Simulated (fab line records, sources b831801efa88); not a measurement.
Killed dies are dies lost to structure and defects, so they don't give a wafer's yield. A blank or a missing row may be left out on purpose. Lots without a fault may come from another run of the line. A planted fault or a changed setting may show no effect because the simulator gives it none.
A struck lot beside a sound one | flow gf180mcu | 17 steps out of a route of 602
Sound: wafers L137.3, L137.5, L137.6. Struck: wafer L129.6. (L129.3, L129.4 of the same lot were not struck and are left out.) The cause comes at the end.
At each step with rows: each side's tool, then ch and its chambers, then its first start. Under that, the readings that differ: sound wafers | struck wafers | difference of the means | sigmas: that difference in standard deviations of wafers without a fault.
alike: readings whose means differ by less than 2 such deviations, and words and numbers that are the same on both sides. not compared: withheld readings, readings that some wafer has no value for, bounds like >300 that may hide the same value, and numbers for which the record gives no deviation and whose values overlap.
The two part at a step that has a row with sigmas, a row that says differs or no value, or rows on one side only. Numbers that don't overlap but have no deviation are shown without sigmas and don't part them. A reading that every wafer of one side lacks parts them only if that side has two wafers or more.

first, 3 steps without rows for these wafers: GF_V3_EXPOSE_11 (exposes mask Via3, target cd 260 nm); GF_V3_PEB_12 (peb time 90 s); GF_V3_DEVELOP_13 (develop time 60 s).
GF_V3_CD_MEAS_14: target cd 260 nm.
  sound on cd_sem-01, day 28 04:14; struck on cd_sem-02, day 26 00:37
  reading    | sound             | struck | difference | sigmas
  cd_nm (nm) | 260.7 262.1 261.8 | 259.0  | -2.5       | -2
GF_V3_OVL_MEAS_15:
  sound on overlay-01, day 28 04:20; struck on overlay-01, day 26 00:43
  alike: V3_OVL
GF_V3_ETCH_16: etches BARC in N2/H2.
  sound on rie_diel-02 ch 2,3, day 28 04:22; struck on rie_diel-04 ch 0, day 26 00:44
  reading                | sound                | struck | difference | sigmas
  throttle_valve_pct (%) | 13.239 13.238 13.235 | 13.218 | -0.019     | -2
  alike: chamber_pressure_mTorr, drypump_motor_current_A, oes_product_au
GF_V3_ETCH_17: etches SiO2 in C4F8/O2/Ar, stops on TiN, target depth 635 nm.
  sound on rie_diel-02 ch 2,3; struck on rie_diel-04 ch 0
  alike: chamber_pressure_mTorr, oes_product_au
GF_V3_STRIP_18: strips in O2/N2.
  sound on plasma_asher-04 ch 0,1, day 28 04:31; struck on plasma_asher-01 ch 1, day 26 00:54
  alike: chamber_pressure_mTorr, drypump_motor_current_A, heater_power_w, oes_product_au
  not compared: rf_hours_counter_h
then, 2 steps without rows for these wafers: GF_V3_STRIP_19 (strips in post etch residue remover, time 1200 s); GF_V3_CLEAN_20 (cleans in DIW).
GF_V3_SPUTTER_21: material Ti, target thk 15 nm, time 80.02 s.
  sound on pvd_sputter-02, day 28 05:02; struck on pvd_sputter-04, day 26 01:24
  alike: throttle_valve_pct
then, 1 step without rows for these wafers: GF_V3_SPUTTER_22 (material TiN, target thk 10 nm, time 40 s).
GF_V3_CVD_23: deposits W, target thk 350 nm, time 104.9 s.
  sound on cvd_w-01 ch 0,1, day 28 05:10; struck on cvd_w-02 ch 1, day 26 01:32
  reading                          | sound           | struck | difference | sigmas
  model.W_of_V3_CVD_23.thk_nm (nm) | 349.2 352.9 351 | 214.9  | -136.1     |
  alike: heater_power_w, susceptor_temp_C
GF_V3_RS_MEAS_24: measures by four-point-probe.
  sound on film_metro-02, day 28 05:17; struck on film_metro-01, day 26 01:39
  reading          | sound             | struck | difference | sigmas
  V3_W_RS (ohm/sq) | 0.327 0.324 0.326 | 0.538  | +0.212     | +52
GF_V3_THK_MEAS_25: measures by xrf.
  sound on film_metro-02, day 28 05:23; struck on film_metro-01, day 26 01:45
  reading       | sound       | struck | difference | sigmas
  V3_W_THK (nm) | 356 361 356 | 214    | -144       | -33
GF_V3_CMP_26: polishes, stops on SiO2, t overpolish 15 s, target thk 0 nm.
  sound on cmp-01 ch 0,1,2, day 28 05:35; struck on cmp-01 ch 3, day 26 01:50
  reading                | sound    | struck | difference | sigmas
  time_to_endpoint_s (s) | 90 83 85 | 52     | -34        | -9
  alike: motor_current_A, slurry_filter_dp_kPa
GF_M4_SPUTTER_00: material Ti, target thk 37.5 nm, time 150 s.
  sound on pvd_sputter-04, day 28 05:44; struck on pvd_sputter-03, day 26 02:05
  alike: throttle_valve_pct

WHERE THEY PART
First at GF_V3_CD_MEAS_14; last, within this record, at GF_V3_CMP_26. Later steps at which nothing parts them and some readings are alike: GF_M4_SPUTTER_00.

WHY: what the simulator had put in
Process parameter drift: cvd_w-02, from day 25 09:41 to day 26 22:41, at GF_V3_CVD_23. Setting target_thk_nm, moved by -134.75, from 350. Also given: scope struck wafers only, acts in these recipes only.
